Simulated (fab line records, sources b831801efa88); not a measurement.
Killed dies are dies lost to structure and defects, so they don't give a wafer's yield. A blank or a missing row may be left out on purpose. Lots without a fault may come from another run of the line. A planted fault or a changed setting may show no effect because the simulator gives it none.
Which tool did it? | flow gf180mcu | 6 lots, 18 wafers sampled, at 2 steps of a route of 602

WHAT THE GAUGES READ, wafer by wafer
GF_PSD_CD_MEAS_07: target cd 400 nm.
lot  | measured     | on        | cd_nm (nm)
L602 | day 14 15:30 | cd_sem-02 | 397.4 398.3 397.4
L604 | day 15 02:58 | cd_sem-01 | 397.4 397.0 398.1
L606 | day 15 22:23 | cd_sem-01 | 396.4 398.3 399.1
L613 | day 18 04:47 | cd_sem-01 | 373.8 375.4 377.5
L618 | day 20 05:10 | cd_sem-01 | 401.2 401.1 403.2
L620 | day 20 23:01 | cd_sem-01 | 400.8 401.4 400.5

WHICH TOOL RAN EACH LOT (tool, then ch and the chambers of the sampled wafers, then the start)
lot  | GF_PSD_EXPOSE_04
L602 | iline_stepper-02 ch 0, day 14 05:02
L604 | iline_stepper-01 ch 0, day 14 17:06
L606 | iline_stepper-02 ch 0, day 15 12:21
L613 | iline_stepper-02 ch 0, day 17 17:38
L618 | iline_stepper-01 ch 0, day 19 17:34
L620 | iline_stepper-01 ch 0, day 20 11:19
- GF_PSD_EXPOSE_04: exposes mask Pplus, target cd 400 nm.

THE ANSWER, worked out from the rows above alone
Rule: what is usual is taken from the lots themselves. Put in order of their means at a reading, lots are off if they are a third of the lots or fewer, leave a main group of 4 or more, and stand apart from it by a gap of 3 or more times the standard deviation of the main group's means; of several such gaps the widest counts. A main group whose means are all the same, to the digits that the tables above print for the reading, isn't used. A lot without any number at a reading at which 4 lots or more have one is off too. The other lots that the step has rows for count as sound.
Off: L613, at GF_PSD_CD_MEAS_07 (cd_nm). The main group: mean 399.2 nm, standard deviation 1.8.
A tool fits if, at a process step before that reading, it ran every lot that is off, and no sound lot after the first of them. The gauges at GF_PSD_CD_MEAS_07 are tried like those tools. One fits: iline_stepper-02 at GF_PSD_EXPOSE_04. Its last sound lot is L606 (day 15 12:21), its first lot that is off L613 (day 17 17:38): a fault that began between those two fits.

WHAT THE SIMULATOR HAD PUT IN
Process parameter drift: iline_stepper-02, from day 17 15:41 on, at GF_PSD_EXPOSE_04. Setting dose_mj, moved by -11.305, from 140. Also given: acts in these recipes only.
Lots struck among those shown: L613. The rule above found the same.
